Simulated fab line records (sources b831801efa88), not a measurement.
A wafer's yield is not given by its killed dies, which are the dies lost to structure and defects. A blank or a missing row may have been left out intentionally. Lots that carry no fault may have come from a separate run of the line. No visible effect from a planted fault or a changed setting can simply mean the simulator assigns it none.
The tool behind it: which one? | flow sky130 | 11 lots, 33 wafers sampled, at 3 steps of a route of 708

== WHAT THE GAUGES SHOWED, per wafer ==
SKY_VT_ADJUST_LVTN_OVL_MEAS_07. Usual: for VT_ADJUST_LVTN_OVL the level is 0.4 nm and the standard deviation is 1.4.
lot  | measured     | on         | VT_ADJUST_LVTN_OVL (nm) | flag
L343 | day 6 22:18  | overlay-02 | 0.8 0.4 0.2             | 
L345 | day 7 09:10  | overlay-01 | 0.5 -0.8 0.5            | 
L348 | day 8 06:01  | overlay-02 | 1.2 0.9 -0.3            | 
L351 | day 8 22:37  | overlay-01 | 1.1 0.3 1.3             | 
L352 | day 9 07:55  | overlay-01 | 2.8 1.5 2.7             | 
L353 | day 9 15:13  | overlay-01 | -2.0 -1.0 -1.2          | 
L357 | day 10 17:51 | overlay-01 | -0.1 0.3 -0.6           | 
L359 | day 11 06:31 | overlay-02 | -2.8 -3.1 -1.2          | 
L364 | day 12 13:25 | overlay-01 | 0.5 0.6 0.8             | 
L365 | day 12 22:10 | overlay-02 | -1.9 -1.6 -1.4          | 
L366 | day 13 04:54 | overlay-02 | -1.1 -0.8 -0.6          | 

SKY_LDD_LDN_TW_MEAS_13. Usual: for LDD_LDN_TW the level is 1490 and the standard deviation is 11.
lot  | measured     | on           | LDD_LDN_TW     | flag
L343 | day 22 21:14 | filmMetro-01 | 1485 1486 1486 | 
L345 | day 23 11:53 | filmMetro-01 | 1498 1511 1501 | 
L348 | day 24 19:21 | filmMetro-04 | 1489 1495 1500 | 
L351 | day 25 18:08 | filmMetro-01 | 1498 1497 1493 | 
L352 | day 26 07:45 | filmMetro-01 | 1501 1504 1498 | 
L353 | day 26 18:29 | filmMetro-01 | 1497 1494 1498 | 
L357 | day 28 05:11 | filmMetro-04 | 1496 1501 1506 | 
L359 | day 28 15:49 | filmMetro-04 | 1492 1501 1498 | 
L364 | day 29 21:41 | filmMetro-01 | 1493 1490 1488 | 
L365 | day 30 10:44 | filmMetro-01 | 1494 1500 1493 | 
L366 | day 30 16:11 | filmMetro-01 | 1498 1501 1496 | 

== WHAT TOOL EACH LOT RAN ON (gives the tool, then ch and the chambers of the sampled wafers, and finally the start) ==
lot  | SKY_VT_ADJUST_LVTN_STRIP_20
L343 | plasmaAsher-03 ch 0, day 7 19:00
L345 | plasmaAsher-01 ch 0,1, day 8 06:05
L348 | plasmaAsher-01 ch 0, day 9 02:39
L351 | plasmaAsher-01 ch 0,1, day 9 20:50
L352 | plasmaAsher-03 ch 1, day 10 06:06
L353 | plasmaAsher-03 ch 0,1, day 10 14:00
L357 | plasmaAsher-03 ch 0,1, day 11 17:14
L359 | plasmaAsher-01 ch 0,1, day 12 06:40
L364 | plasmaAsher-03 ch 0,1, day 13 14:15
L365 | plasmaAsher-04 ch 0,1, day 13 23:38
L366 | plasmaAsher-03 ch 0,1, day 14 06:15
- SKY_VT_ADJUST_LVTN_STRIP_20: strips in O2/N2.

== AS READ BY THE TOOLS THEMSELVES (means over the sampled wafers that have a number; for cases with no such wafer, the mark the record gives instead) ==
SKY_VT_ADJUST_LVTN_STRIP_20. Usual: drypumpMotorCurrentA 6.11 A, standard deviation 0.2; oesProductAu 0.716 a.u., standard deviation 0.0045; stripTimeToEndpointS 14.18 s, standard deviation 0.039.
lot  | tool           | drypumpMotorCurrentA (A) | oesProductAu (a.u.) | stripTimeToEndpointS (s) | flag
L343 | plasmaAsher-03 | 5.94                     | 0.714               | 14.21                    | 
L345 | plasmaAsher-01 | 6.01                     | 0.717               | 14.17                    | 
L348 | plasmaAsher-01 | 5.85                     | 0.714               | 14.25                    | 
L351 | plasmaAsher-01 | 6.01                     | 0.713               | 14.13                    | 
L352 | plasmaAsher-03 | 6.16                     | 0.716               | 14.12                    | 
L353 | plasmaAsher-03 | 6.03                     | 0.717               | 14.18                    | 
L357 | plasmaAsher-03 | 6.08                     | 0.718               | 14.23                    | 
L359 | plasmaAsher-01 | 6.01                     | 0.716               | 14.22                    | 
L364 | plasmaAsher-03 | 6.03                     | 0.711               | 14.16                    | 
L365 | plasmaAsher-04 | 6.32                     | 0.714               | 14.19                    | 
L366 | plasmaAsher-03 | 6.09                     | 0.719               | 14.25                    | 

== THE ANSWER, worked out from the rows above alone ==
Rule: a lot is off if the mean of its wafers that have a number lies more than 3 standard deviations from the usual mean. A lot without any number at a reading at which 4 lots or more have one is off too. All remaining lots with rows at the step are treated as sound. The gauges are gone through in route order, then the tools' own readings, and for those a lot's mean is taken as printed above. The first step at which some lot is off is used, and at that step the reading that is off furthest; a lot without a number counts as furthest.
Nothing can be told from this: no lot is off at any reading shown.

== WHAT THE SIMULATOR PUT IN ==
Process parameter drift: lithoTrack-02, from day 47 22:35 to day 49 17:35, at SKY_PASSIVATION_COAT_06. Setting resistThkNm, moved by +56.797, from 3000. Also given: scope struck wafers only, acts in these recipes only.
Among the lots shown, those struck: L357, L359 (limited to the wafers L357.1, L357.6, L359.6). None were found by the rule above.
